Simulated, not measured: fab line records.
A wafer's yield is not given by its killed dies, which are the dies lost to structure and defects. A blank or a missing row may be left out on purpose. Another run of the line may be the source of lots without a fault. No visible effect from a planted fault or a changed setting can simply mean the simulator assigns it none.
A struck lot beside a sound one ; flow sky130 ; 15 steps out of a route of 708
Sound: these wafers, L932.1, L932.4, L932.6. The struck wafers were L935.2, L935.4, L935.6. The cause comes at the end.
Per side, at each step with rows, come the tool, then ch with its chambers, and then its first start. Under that, the readings that differ: sound wafers ; struck wafers ; difference of the means ; sigmas: that difference in standard deviations of wafers without a fault.
alike: same words and numbers on both sides, and readings whose means sit less than 2 such deviations apart. not compared: any withheld reading, any reading some wafer has no value for, any bound like >300 that may hide the same value, and any number with overlapping values for which the record gives no deviation.
The two part at a step that has a row with sigmas, a row that says differs or no value, or rows on one side only. When numbers do not overlap yet have no deviation, they are printed without sigmas and do not part them. A reading missing from all wafers of one side parts the sides only when that side holds two or more wafers.

first, 5 steps without rows for these wafers: SKY_SD_N_COAT_02 (resist thk 1140 nm); SKY_SD_N_SOFTBAKE_03 (time 60 s); SKY_SD_N_EXPOSE_04 (exposes mask NSDM, target cd 380 nm); SKY_SD_N_PEB_05; SKY_SD_N_DEVELOP_06 (develop time 60 s).
SKY_SD_N_CD_MEAS_07: the cd target is 380 nm.
  sound on cd_sem-01 at day 31 18:02; struck on cd_sem-01 at day 32 20:15
  alike: cd_nm
SKY_SD_N_OVL_MEAS_08:
  sound on overlay-02 at day 31 18:09; struck on overlay-02 at day 32 20:22
  alike: SD_N_OVL
then, 2 steps without rows for these wafers: SKY_SD_N_IMPLANT_09; SKY_SD_N_IMPLANT_10.
SKY_SD_N_STRIP_11: strips in O2/N2.
  sound on plasma_asher-03 ch 0,1, day 31 18:29; struck on plasma_asher-01 ch 0,1, day 32 20:41
  alike: drypump_motor_current_A, oes_product_au, strip_time_to_endpoint_s
  not compared: rf_hours_counter_h
SKY_SD_N_TW_MEAS_12:
  sound on film_metro-01 at day 31 18:35; struck on film_metro-03 at day 32 20:48
  alike: SD_N_TW
then, 1 step without rows for these wafers: SKY_SD_N_CLEAN_13 (cleans in SC1/SC2, time 150 s).
SKY_SD_N_RTA_14: time 2 s.
  sound on rtp_anneal-02 ch 0, day 31 18:42; struck on rtp_anneal-01 ch 0, day 32 20:55
reading;sound;struck;difference;sigmas
lamp_power_pct (%);15.69 15.62 15.72;14.73 14.89 14.85;-0.85;-16
  alike: wafer_temp_C_max
SKY_SD_N_RS_MEAS_16: the measuring method here is four-point-probe.
  sound on film_metro-04 at day 31 18:52; struck on film_metro-04 at day 32 21:28
reading;sound;struck;difference;sigmas
SD_N_RS (ohm/sq);68.63 68.66 68.43;72.79 72.95 72.96;+4.33;+36
  not compared: hold
SKY_SD_N_RS_MEAS_17: the measuring method here is four-point-probe.
  sound on film_metro-04 at day 31 18:59; struck on film_metro-04 at day 33 00:37
reading;sound;struck;difference;sigmas
SD_P_RS (ohm/sq);146.9 146.9 146.7;172.0 171.9 172.5;+25.3;+65
  not compared: hold

## WHERE THEY PART
First at SKY_SD_N_RTA_14; last, within this record, at SKY_SD_N_RS_MEAS_17.

WHY: whatever the simulator had introduced
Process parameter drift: rtp_anneal-01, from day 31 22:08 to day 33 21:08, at SKY_SD_N_RTA_14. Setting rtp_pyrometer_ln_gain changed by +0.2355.
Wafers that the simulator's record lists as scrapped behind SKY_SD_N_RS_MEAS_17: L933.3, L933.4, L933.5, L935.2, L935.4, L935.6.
